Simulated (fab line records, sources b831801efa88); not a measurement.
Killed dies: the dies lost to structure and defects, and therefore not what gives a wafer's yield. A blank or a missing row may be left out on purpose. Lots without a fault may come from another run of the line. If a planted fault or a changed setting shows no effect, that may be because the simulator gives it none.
2 desks looking at one fault | flow sky130 | each desk has only its own numbers; what lay behind them comes last

== METROLOGY DESK ==
Means of the sampled wafers that have a number, per lot and without regard to the tool the lot ran on: this is what the gauges read. A lot is out of limits, marked OUT, if its mean lies more than 4 standard deviations from the usual mean; the brackets give that distance.
Columns: A = NWELL_01_OVL at SKY_NWELL_OVL_MEAS_23, usual -0.3 nm; B = VT_ADJUST_HVTP_TW at SKY_VT_ADJUST_HVTP_TW_MEAS_11, usual 1360; C = VT_ADJUST_LVTN_OVL at SKY_VT_ADJUST_LVTN_OVL_MEAS_07, usual -0.3 nm
lot  | first seen here | A    | B    | C
L995 | day 5 09:13     | 1.0  | 1364 | 0.1
L998 | day 6 02:22     | -0.3 | 1364 | -0.7
L999 | day 6 06:16     | -2.0 | 1357 | -3.0
L101 | day 6 23:56     | -0.7 | 1351 | 0.0
L102 | day 7 03:17     | -0.2 | 1361 | 1.0
L103 | day 7 08:48     | -0.8 | 1365 | 1.3
L105 | day 7 21:01     | 0.7  | 1361 | -3.4
L106 | day 8 00:35     | -1.6 | 1359 | -0.3
L114 | day 10 05:46    | 0.6  | 1353 | -0.9
L115 | day 10 12:01    | 1.6  | 1359 | -0.4
L116 | day 10 15:54    | 1.0  | 1358 | -2.7
L117 | day 11 08:40    | 0.5  | 1365 | -0.5
L118 | day 11 09:35    | 0.1  | 1362 | -1.2
This desk's finding: nothing out of limits on any of the 13 lots.

== AT THE TOOL OWNER'S DESK: plasma_asher-01 ==
The tool's own readings at SKY_VT_ADJUST_NCORE_STRIP_10 (strips in O2/N2): means of the sampled wafers that have a number, for each lot that ran on this tool. A lot is out of limits, marked OUT, if its mean lies more than 4 standard deviations from the usual mean; the brackets give that distance.
Columns: A = chamber_pressure_mTorr at SKY_VT_ADJUST_NCORE_STRIP_10, usual 1500.1 mTorr; B = drypump_motor_current_A at SKY_VT_ADJUST_NCORE_STRIP_10, usual 5.77 A; C = o2_flow_sccm at SKY_VT_ADJUST_NCORE_STRIP_10, usual 3000 sccm; D = oes_product_au at SKY_VT_ADJUST_NCORE_STRIP_10, usual 0.715 a.u.; E = strip_time_to_endpoint_s at SKY_VT_ADJUST_NCORE_STRIP_10, usual 14.18 s
lot  | first seen here | A      | B    | C              | D     | E
L995 | day 8 15:58     | 1499.9 | 5.69 | 3015           | 0.718 | 14.16
L998 | day 9 12:13     | 1500.6 | 5.67 | 2995           | 0.716 | 14.14
L999 | day 9 17:26     | 1501.3 | 5.70 | 3000           | 0.710 | 14.18
L101 | day 10 14:04    | 1499.7 | 5.68 | 2996           | 0.716 | 14.19
L102 | day 10 18:59    | 1500.7 | 5.75 | 2603 (-47) OUT | 0.709 | 14.30
L105 | day 11 15:02    | 1499.7 | 5.79 | 2602 (-47) OUT | 0.711 | 14.37 (+4.7) OUT
L106 | day 11 19:37    | 1499.9 | 5.77 | 2592 (-49) OUT | 0.711 | 14.30
L116 | day 14 17:34    | 1501.1 | 5.70 | 3000           | 0.714 | 14.16
L118 | day 15 15:02    | 1498.9 | 5.74 | 2996           | 0.717 | 14.19
Finding of this desk: L102, L105, L106 out of limits; the first was L102 at day 10 18:59, on o2_flow_sccm at SKY_VT_ADJUST_NCORE_STRIP_10. Within limits: L995, L998, L999, L101, L116, L118.

== PUT TOGETHER ==
On L102, L105, L106, at day 10 18:59, an alarm was possible from the tool owner's desk.
Metrology desk: nothing out of limits seen.
The metrology desk holds a record of L102, L105, L106, inside its limits.
SKY_VT_ADJUST_NCORE_STRIP_10 was run on plasma_asher-01 by each of the lots named.

== WHAT HAD BEEN PUT IN BY THE SIMULATOR ==
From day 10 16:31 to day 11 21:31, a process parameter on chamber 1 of plasma_asher-01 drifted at SKY_VT_ADJUST_NCORE_STRIP_10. Setting o2_flow_sccm shifted by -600 from 3000. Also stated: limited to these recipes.
Struck lots among those shown: L102, L105, L106.
Delay in hours, fault start to first out-of-limits reading, by desk: the tool owner's desk at 2.
